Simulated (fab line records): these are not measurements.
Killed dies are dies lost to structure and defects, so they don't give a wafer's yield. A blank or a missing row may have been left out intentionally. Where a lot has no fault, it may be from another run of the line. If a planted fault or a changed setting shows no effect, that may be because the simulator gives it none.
Split-lot study :: flow sky130 :: route with 708 steps; 5 lots, 17 wafers read

## THE SPLIT ITSELF
At SKY_METAL5_SOFTBAKE_10 (time 60 s), the setting tempC was moved away from the recipe's 90 C on 7 of the 17 wafers read, by -1.2% to +3.3%. This setting was run at the recipe's value on the other wafers.

## FROM THE SPLIT TO THE READING: what the file shows between them, 2 steps
- SKY_METAL5_EXPOSE_11: exposes mask MM5, target cd 1600 nm
- SKY_METAL5_PEB_12

## THE READING
NOVOLAK_of_METAL5_COAT_09.thkNm (the simulator's own value, which no gauge read), in nm, at SKY_METAL5_DEVELOP_13 (develop time 60 s). There is no usual value for it anywhere in the file. Across the 10 wafers here that went through the recipe, the average is 1805 nm and the standard deviation 4.5 nm.

wafer: L075.2
tool, chamber at the split: lithoTrack-02, 0
tempC as run, C: 90
against the recipe: recipe
NOVOLAK_of_METAL5_COAT_09.thkNm, nm: 1809
against lot-mates on the recipe: -

wafer: L075.4
tool, chamber at the split: lithoTrack-02, 0
tempC as run, C: 90
against the recipe: recipe
NOVOLAK_of_METAL5_COAT_09.thkNm, nm: 1808
against lot-mates on the recipe: -

wafer: L075.6
tool, chamber at the split: lithoTrack-02, 0
tempC as run, C: 90
against the recipe: recipe
NOVOLAK_of_METAL5_COAT_09.thkNm, nm: 1807
against lot-mates on the recipe: -

wafer: L076.2
tool, chamber at the split: lithoTrack-03, 0
tempC as run, C: 90
against the recipe: recipe
NOVOLAK_of_METAL5_COAT_09.thkNm, nm: 1804
against lot-mates on the recipe: -

wafer: L076.5
tool, chamber at the split: lithoTrack-03, 0
tempC as run, C: 90
against the recipe: recipe
NOVOLAK_of_METAL5_COAT_09.thkNm, nm: 1804
against lot-mates on the recipe: -

wafer: L076.6
tool, chamber at the split: lithoTrack-03, 0
tempC as run, C: 90
against the recipe: recipe
NOVOLAK_of_METAL5_COAT_09.thkNm, nm: 1803
against lot-mates on the recipe: -

wafer: L081.2
tool, chamber at the split: lithoTrack-03, 0
tempC as run, C: 90
against the recipe: recipe
NOVOLAK_of_METAL5_COAT_09.thkNm, nm: 1798
against lot-mates on the recipe: -

wafer: L081.3
tool, chamber at the split: lithoTrack-03, 0
tempC as run, C: 91.33
against the recipe: +1.5%
NOVOLAK_of_METAL5_COAT_09.thkNm, nm: 1797
against lot-mates on the recipe: -1

wafer: L081.5
tool, chamber at the split: lithoTrack-03, 0
tempC as run, C: 91.33
against the recipe: +1.5%
NOVOLAK_of_METAL5_COAT_09.thkNm, nm: 1795
against lot-mates on the recipe: -3

wafer: L083.1
tool, chamber at the split: lithoTrack-03, 0
tempC as run, C: 88.92
against the recipe: -1.2%
NOVOLAK_of_METAL5_COAT_09.thkNm, nm: 1802
against lot-mates on the recipe: +6

wafer: L083.6
tool, chamber at the split: lithoTrack-03, 0
tempC as run, C: 88.92
against the recipe: -1.2%
NOVOLAK_of_METAL5_COAT_09.thkNm, nm: 1802
against lot-mates on the recipe: +6

wafer: L083.4
tool, chamber at the split: lithoTrack-03, 0
tempC as run, C: 90
against the recipe: recipe
NOVOLAK_of_METAL5_COAT_09.thkNm, nm: 1796
against lot-mates on the recipe: -

wafer: L085.1
tool, chamber at the split: lithoTrack-03, 0
tempC as run, C: 90
against the recipe: recipe
NOVOLAK_of_METAL5_COAT_09.thkNm, nm: 1810
against lot-mates on the recipe: -

wafer: L085.3
tool, chamber at the split: lithoTrack-03, 0
tempC as run, C: 92.93
against the recipe: +3.3%
NOVOLAK_of_METAL5_COAT_09.thkNm, nm: 1796
against lot-mates on the recipe: -14

wafer: L085.6
tool, chamber at the split: lithoTrack-03, 0
tempC as run, C: 92.93
against the recipe: +3.3%
NOVOLAK_of_METAL5_COAT_09.thkNm, nm: 1796
against lot-mates on the recipe: -14

wafer: L085.4
tool, chamber at the split: lithoTrack-03, 0
tempC as run, C: 92.93
against the recipe: +3.3%
NOVOLAK_of_METAL5_COAT_09.thkNm, nm: 1790
against lot-mates on the recipe: -20

wafer: L085.5
tool, chamber at the split: lithoTrack-03, 0
tempC as run, C: 90
against the recipe: recipe
NOVOLAK_of_METAL5_COAT_09.thkNm, nm: 1809
against lot-mates on the recipe: -

THE FIT
A straight line over all 17 wafers: NOVOLAK_of_METAL5_COAT_09.thkNm changes by -2.78 nm for each +1% of tempC; r = -0.67; the points scatter about the line by 4.6 nm.
The same after taking each lot's own level away (the mean of its wafers on the recipe; 17 wafers): -4.53 nm for each +1%; r = -0.95; scatter 2.2 nm.
According to that fit, moving tempC by its largest amount changes the reading by 15 nm.
From 1796.0 to 1809.5 nm: that is the span of the lots' own levels, equal to 3.0 times the standard deviation above.
So the lot-to-lot level blurs the effect unless lot-mates are compared.
Check: -14.5 nm against its lot-mates is what the line predicts for one of the wafers moved furthest among these (+3.3%) when that wafer is left out of the fit. Against them it came out at -13.5 nm.

## OTHER SPLITS APPLIED TO THESE WAFERS
Other splits were also applied to these wafers ahead of the reading. Each is held against what the fit with the lots' levels taken away leaves over:
other split on the same wafers: SKY_METAL4_SPUTTER_04 timeS
wafers away from the commonest value: 7
r with NOVOLAK_of_METAL5_COAT_09.thkNm (lot level and that fit taken away): +0.08

other split on the same wafers: SKY_CAP2M_METAL_ETCH_13 timeS
wafers away from the commonest value: 4
r with NOVOLAK_of_METAL5_COAT_09.thkNm (lot level and that fit taken away): -0.19

other split on the same wafers: SKY_METAL4_ETCH_17 timeS
wafers away from the commonest value: 3
r with NOVOLAK_of_METAL5_COAT_09.thkNm (lot level and that fit taken away): -0.36

other split on the same wafers: SKY_VIA4_HDPCVD_00 timeS
wafers away from the commonest value: 5
r with NOVOLAK_of_METAL5_COAT_09.thkNm (lot level and that fit taken away): -0.21

other split on the same wafers: SKY_VIA4_EXPOSE_08 doseMj
wafers away from the commonest value: 7
r with NOVOLAK_of_METAL5_COAT_09.thkNm (lot level and that fit taken away): +0.07

other split on the same wafers: SKY_METAL5_SPUTTER_00 powerW
wafers away from the commonest value: 0
r with NOVOLAK_of_METAL5_COAT_09.thkNm (lot level and that fit taken away): -

## THE WHOLE CHAIN: every reading that the file lists as answering this split, in the file's order
step: SKY_METAL5_SOFTBAKE_10
what it does: time 60 s
reading: NOVOLAK_of_METAL5_COAT_09.thkNm (the simulator's own value, which no gauge read)
change (the file's fit): -4.11 nm for each +1% of the setting
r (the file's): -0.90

step: SKY_METAL5_DEVELOP_13
what it does: develop time 60 s
reading: NOVOLAK_of_METAL5_COAT_09.thkNm (the simulator's own value, which no gauge read)
change (the file's fit): -4.39 nm for each +1% of the setting
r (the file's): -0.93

## FILE'S OWN FIT
NOVOLAK_of_METAL5_COAT_09.thkNm changes by -4.39 nm for each +1% of tempC, r = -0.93.
